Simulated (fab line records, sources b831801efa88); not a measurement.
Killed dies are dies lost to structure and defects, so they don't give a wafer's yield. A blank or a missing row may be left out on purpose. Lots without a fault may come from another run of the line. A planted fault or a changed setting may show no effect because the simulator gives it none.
A struck lot beside a sound one | flow gf180mcu | 14 steps out of a route of 602
Sound: wafers L873.1, L873.3, L873.4. Struck: wafers L889.4, L889.5, L889.6. The cause comes at the end.
At each step with rows: each side's tool, then ch and its chambers, then its first start. Under that, the readings that differ: sound wafers | struck wafers | difference of the means | sigmas: that difference in standard deviations of wafers without a fault.
alike: readings whose means differ by less than 2 such deviations, and words and numbers that are the same on both sides. not compared: withheld readings, readings that some wafer has no value for, bounds like >300 that may hide the same value, and numbers for which the record gives no deviation and whose values overlap.
The two part at a step that has a row with sigmas, a row that says differs or no value, or rows on one side only. Numbers that don't overlap but have no deviation are shown without sigmas and don't part them. A reading that every wafer of one side lacks parts them only if that side has two wafers or more.

GF_HV_LDD_RS_MEAS_53: measures by four-point-probe.
  sound on film_metro-01, day 14 11:35; struck on film_metro-04, day 20 12:37
  alike: HV_LDD_RS
then, 1 step without rows for these wafers: GF_HV_LDD_CVD_54 (deposits SiO2 from TEOS, target thk 10 nm, time 75 s).
GF_HV_LDD_THK_MEAS_55:
  sound on film_metro-01, day 14 12:44; struck on film_metro-04, day 20 13:43
  reading                | sound          | struck            | difference | sigmas
  HV_LDD_CVD_54_THK (nm) | 9.76 9.78 9.86 | 10.37 10.39 10.37 | +0.58      | +4
then, 1 step without rows for these wafers: GF_HV_LDD_CVD_56 (deposits Si3N4 from DCS/NH3, target thk 90 nm, time 1543 s).
GF_HV_LDD_THK_MEAS_57:
  sound on film_metro-03, day 14 14:13; struck on film_metro-01, day 20 15:13
  alike: HV_LDD_CVD_56_THK
GF_HV_LDD_ETCHBACK_58: etches Si3N4 in CH3F/O2, stops on SiO2, time 100 s, target depth 90 nm.
  sound on rie_diel-01 ch 0,1,3, day 14 14:17; struck on rie_diel-04 ch 0,1, day 20 15:14
  alike: ch3f_flow_sccm, drypump_motor_current_A, oes_product_au, throttle_valve_pct
  not compared: rf_hours_counter_h
then, 6 steps without rows for these wafers: GF_NSD_DEHYDRATE_00 (time 60 s); GF_NSD_HMDS_01 (prime time 60 s); GF_NSD_COAT_02 (resist thk 1000 nm); GF_NSD_SOFTBAKE_03 (time 60 s); GF_NSD_EXPOSE_04 (exposes mask Nplus, target cd 400 nm); GF_NSD_PEB_05.
GF_NSD_DEVELOP_06: develop time 60 s.
  sound on litho_track-04 ch 0, day 15 11:07; struck on litho_track-02, day 21 14:50
  no value came back on the struck wafers for chill_plate_temp_C (C), develop_time_s (s), exhaust_pa (Pa); on the sound wafers chill_plate_temp_C (C) reads 23.09 23.00 23.22
GF_NSD_CD_MEAS_07: target cd 400 nm.
  sound on cd_sem-02, day 15 11:16; struck on cd_sem-02, day 21 14:58
  reading    | sound             | struck | difference                    | sigmas
  cd_nm (nm) | 398.4 399.0 400.9 | - - -  | no value on the struck wafers |

WHERE THEY PART
First at GF_HV_LDD_THK_MEAS_55; last, within this record, at GF_NSD_CD_MEAS_07.

WHY: what the simulator had put in
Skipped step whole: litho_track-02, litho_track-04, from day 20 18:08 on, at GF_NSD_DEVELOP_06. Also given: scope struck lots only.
